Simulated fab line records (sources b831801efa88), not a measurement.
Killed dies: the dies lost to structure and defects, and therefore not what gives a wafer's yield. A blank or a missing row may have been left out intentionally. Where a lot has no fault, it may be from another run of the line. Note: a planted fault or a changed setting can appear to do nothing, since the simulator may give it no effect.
Which tool did it? | flow sky130 | 24 lots, 72 wafers sampled, at 4 steps of a route of 708

WHAT THE GAUGES READ, wafer by wafer
SKY_POLY_GATE_THK_MEAS_04. Usual: for POLY_GATE_CVD_03_THK the level is 74.8 nm and the standard deviation is 0.91.
lot  | measured     | on           | POLY_GATE_CVD_03_THK (nm) | flag
L074 | day 15 21:23 | filmMetro-01 | 73.9 74.9 75.0            | 
L076 | day 16 06:04 | filmMetro-01 | 76.0 76.1 76.2            | 
L075 | day 16 07:57 | filmMetro-04 | 74.5 74.1 74.7            | 
L077 | day 16 11:35 | filmMetro-03 | 75.1 74.6 74.5            | 
L078 | day 16 17:58 | filmMetro-01 | 75.2 75.3 74.9            | 
L079 | day 17 00:31 | filmMetro-01 | 74.6 74.6 74.8            | 
L081 | day 17 18:38 | filmMetro-03 | 76.4 76.6 76.2            | 
L080 | day 17 20:00 | filmMetro-03 | 74.6 74.8 74.4            | 
L082 | day 17 22:33 | filmMetro-04 | 75.6 75.3 75.0            | 
L083 | day 18 06:53 | filmMetro-04 | 74.3 74.3 74.3            | 
L084 | day 19 00:53 | filmMetro-03 | 73.9 75.0 74.5            | 
L085 | day 19 08:25 | filmMetro-04 | 74.2 73.9 74.6            | 
L086 | day 19 10:59 | filmMetro-01 | 75.0 74.6 75.3            | 
L087 | day 19 21:18 | filmMetro-01 | 75.2 74.9 74.7            | 
L088 | day 20 04:55 | filmMetro-03 | 73.9 73.9 73.8            | 
L089 | day 20 09:44 | filmMetro-03 | 74.5 73.9 74.6            | 
L090 | day 20 21:32 | filmMetro-04 | 74.2 74.1 74.9            | 
L091 | day 21 02:28 | filmMetro-04 | 76.3 76.6 77.0            | 
L092 | day 21 17:49 | filmMetro-04 | 74.1 72.6 73.9            | 
L093 | day 21 19:51 | filmMetro-03 | 75.6 75.8 75.2            | 
L094 | day 22 09:54 | filmMetro-04 | 75.0 74.3 74.8            | 
L095 | day 22 18:13 | filmMetro-04 | 73.7 73.3 73.4            | 
L096 | day 22 22:17 | filmMetro-04 | 72.5 73.6 72.5            | 
L097 | day 23 05:03 | filmMetro-03 | 76.1 76.6 76.5            | 

SKY_POLY_CUT_OVL_MEAS_09. Usual: for POLY_CUT_OVL the level is 1 nm and the standard deviation is 5.2.
lot  | measured     | on         | POLY_CUT_OVL (nm) | flag
L074 | day 24 22:25 | overlay-01 | 1 1 9             | 
L076 | day 25 07:58 | overlay-01 | 4 7 3             | 
L075 | day 25 09:14 | overlay-02 | -1 -4 -3          | 
L077 | day 25 13:53 | overlay-01 | 0 -5 -7           | 
L078 | day 25 19:41 | overlay-02 | -1 5 -1           | 
L079 | day 25 23:55 | overlay-02 | 6 7 0             | 
L081 | day 26 19:33 | overlay-02 | 8 5 -5            | 
L080 | day 26 21:14 | overlay-01 | -5 -11 -15        | 
L082 | day 26 22:32 | overlay-02 | 6 1 5             | 
L083 | day 27 10:44 | overlay-01 | 1 6 1             | 
L084 | day 27 21:42 | overlay-02 | 2 -1 8            | 
L085 | day 28 05:34 | overlay-02 | 1 -1 7            | 
L086 | day 28 08:48 | overlay-02 | 10 6 10           | 
L087 | day 28 17:34 | overlay-02 | 10 7 -1           | 
L088 | day 29 01:15 | overlay-01 | 2 0 0             | 
L089 | day 29 06:28 | overlay-01 | -9 -4 -10         | 
L090 | day 29 16:08 | overlay-01 | 1 1 -3            | 
L091 | day 29 21:08 | overlay-02 | -1 0 2            | 
L092 | day 30 13:50 | overlay-02 | 2 2 1             | 
L093 | day 30 15:58 | overlay-02 | -2 0 -3           | 
L094 | day 31 03:07 | overlay-02 | 1 -1 0            | 
L095 | day 31 09:41 | overlay-02 | 6 4 6             | 
L096 | day 31 14:53 | overlay-01 | -5 -8 -7          | 
L097 | day 31 20:06 | overlay-01 | 8 3 1             | 

SKY_LI_CONTACT_RS_MEAS_22: measurement is done with a four-point probe. Usual: for LI_CONTACT_W_RS the level is 0.288 ohm/sq and the standard deviation is 0.0032.
lot  | measured     | on           | LI_CONTACT_W_RS (ohm/sq) | flag
L074 | day 29 21:35 | filmMetro-01 | 0.290 0.293 0.288        | 
L076 | day 30 05:09 | filmMetro-01 | 0.284 0.288 0.286        | 
L075 | day 30 08:00 | filmMetro-03 | 0.294 0.286 0.285        | 
L077 | day 30 11:53 | filmMetro-04 | 0.294 0.290 0.295        | 
L078 | day 30 16:21 | filmMetro-01 | 0.285 0.290 0.289        | 
L079 | day 30 21:52 | filmMetro-01 | 0.283 0.279 0.285        | 
L081 | day 31 15:15 | filmMetro-04 | 0.288 0.287 0.287        | 
L080 | day 31 18:46 | filmMetro-01 | 0.287 0.289 0.288        | 
L082 | day 31 19:45 | filmMetro-04 | 0.283 0.287 0.282        | 
L083 | day 32 06:53 | filmMetro-01 | 0.298 0.286 0.293        | 
L084 | day 32 16:31 | filmMetro-04 | 0.286 0.285 0.286        | 
L085 | day 33 01:04 | filmMetro-01 | 0.288 0.283 0.281        | 
L086 | day 33 02:56 | filmMetro-03 | 0.285 0.289 0.288        | 
L087 | day 33 11:10 | filmMetro-04 | 0.290 0.286 0.288        | 
L088 | day 33 18:04 | filmMetro-01 | 0.283 0.288 0.286        | 
L089 | day 33 22:46 | filmMetro-01 | 0.286 0.289 0.284        | 
L090 | day 34 09:36 | filmMetro-04 | 0.287 0.284 0.288        | 
L091 | day 34 12:06 | filmMetro-03 | 0.289 0.283 0.287        | 
L092 | day 35 04:44 | filmMetro-04 | 0.288 0.289 0.288        | 
L093 | day 35 06:04 | filmMetro-03 | 0.287 0.291 0.294        | 
L094 | day 35 17:46 | filmMetro-01 | 0.291 0.289 0.294        | 
L095 | day 35 23:41 | filmMetro-01 | 0.293 0.290 0.291        | 
L096 | day 36 02:59 | filmMetro-03 | 0.288 0.287 0.284        | 
L097 | day 36 09:02 | filmMetro-03 | 0.293 0.288 0.290        | 

TOOL THAT RAN EACH LOT (tool first, then ch and the chambers of the sampled wafers, then the start)
lot  | SKY_RES_XHIGH_STRIP_08
L074 | plasmaAsher-04 ch 0,1, day 27 09:14
L076 | plasmaAsher-02 ch 0,1, day 27 17:58
L075 | plasmaAsher-02 ch 0,1, day 27 19:49
L077 | plasmaAsher-02 ch 0,1, day 28 00:05
L078 | plasmaAsher-04 ch 0, day 28 05:50
L079 | plasmaAsher-04 ch 0,1, day 28 09:47
L081 | plasmaAsher-04 ch 0, day 29 04:55
L080 | plasmaAsher-02 ch 0,1, day 29 07:14
L082 | plasmaAsher-04 ch 0,1, day 29 08:07
L083 | plasmaAsher-02 ch 0,1, day 29 20:49
L084 | plasmaAsher-02 ch 0,1, day 30 07:19
L085 | plasmaAsher-04 ch 0,1, day 30 14:46
L086 | plasmaAsher-02 ch 0,1, day 30 17:35
L087 | plasmaAsher-03 ch 0,1, day 31 02:08
L088 | plasmaAsher-04 ch 0,1, day 31 09:22
L089 | plasmaAsher-02 ch 0,1, day 31 15:58
L090 | plasmaAsher-02 ch 1, day 32 01:07
L091 | plasmaAsher-04 ch 0,1, day 32 04:56
L092 | plasmaAsher-02 ch 0,1, day 32 22:08
L093 | plasmaAsher-04 ch 0, day 32 22:47
L094 | plasmaAsher-04 ch 0,1, day 33 11:13
L095 | plasmaAsher-03 ch 0,1, day 33 16:05
L096 | plasmaAsher-03 ch 0,1, day 33 19:50
L097 | plasmaAsher-03 ch 0,1, day 34 01:55
- SKY_RES_XHIGH_STRIP_08: strips in O2/N2.

WHAT THE TOOLS THEMSELVES READ (means of the sampled wafers that have a number; where no wafer has one, the mark that the record gives instead)
SKY_RES_XHIGH_STRIP_08. Usual: drypumpMotorCurrentA 5.7 A, standard deviation 0.43; oesProductAu 0.711 a.u., standard deviation 0.0048; stripTimeToEndpointS 14.29 s, standard deviation 0.035.
lot  | tool           | drypumpMotorCurrentA (A) | oesProductAu (a.u.) | stripTimeToEndpointS (s) | flag
L074 | plasmaAsher-04 | 5.7                      | 0.714               | 14.38                    | 
L076 | plasmaAsher-02 | 5.7                      | 0.711               | 14.31                    | 
L075 | plasmaAsher-02 | 5.7                      | 0.709               | 14.28                    | 
L077 | plasmaAsher-02 | 5.7                      | 0.712               | 14.32                    | 
L078 | plasmaAsher-04 | 5.9                      | 0.713               | 14.31                    | 
L079 | plasmaAsher-04 | 5.7                      | 0.712               | 14.26                    | 
L081 | plasmaAsher-04 | 5.9                      | 0.715               | 14.27                    | 
L080 | plasmaAsher-02 | 5.7                      | 0.713               | 14.28                    | 
L082 | plasmaAsher-04 | 5.8                      | 0.711               | 14.28                    | 
L083 | plasmaAsher-02 | 5.7                      | 0.711               | 14.27                    | 
L084 | plasmaAsher-02 | 5.3                      | 0.718               | 14.31                    | 
L085 | plasmaAsher-04 | 5.8                      | 0.709               | 14.24                    | 
L086 | plasmaAsher-02 | 5.3                      | 0.705               | 14.25                    | 
L087 | plasmaAsher-03 | 6.2                      | 0.705               | 14.28                    | 
L088 | plasmaAsher-04 | 5.8                      | 0.711               | 14.31                    | 
L089 | plasmaAsher-02 | 5.3                      | 0.711               | 14.28                    | 
L090 | plasmaAsher-02 | 5.0                      | 0.710               | 14.31                    | 
L091 | plasmaAsher-04 | 5.7                      | 0.710               | 14.33                    | 
L092 | plasmaAsher-02 | 5.7                      | 0.714               | 14.29                    | 
L093 | plasmaAsher-04 | 5.9                      | 0.713               | 14.27                    | 
L094 | plasmaAsher-04 | 5.8                      | 0.711               | 14.28                    | 
L095 | plasmaAsher-03 | 6.0                      | 0.711               | 14.25                    | 
L096 | plasmaAsher-03 | 6.0                      | 0.706               | 14.32                    | 
L097 | plasmaAsher-03 | 6.2                      | 0.706               | 14.31                    | 

THE ANSWER, worked out from the rows above alone
Rule: take the mean of a lot's wafers that have a number; if it is more than 3 standard deviations from the usual mean, the lot is off. Also off: a lot with no number at a reading for which 4 or more lots have one. The other lots that the step has rows for count as sound. First the gauges in route order, then the tools' own readings, where a lot's mean is used as printed above. The first step at which some lot is off is used, and at that step the reading that is off furthest; a lot without a number counts as furthest.
No lot is off at any reading shown: from this, nothing can be told.

WHAT HAD BEEN PUT IN BY THE SIMULATOR
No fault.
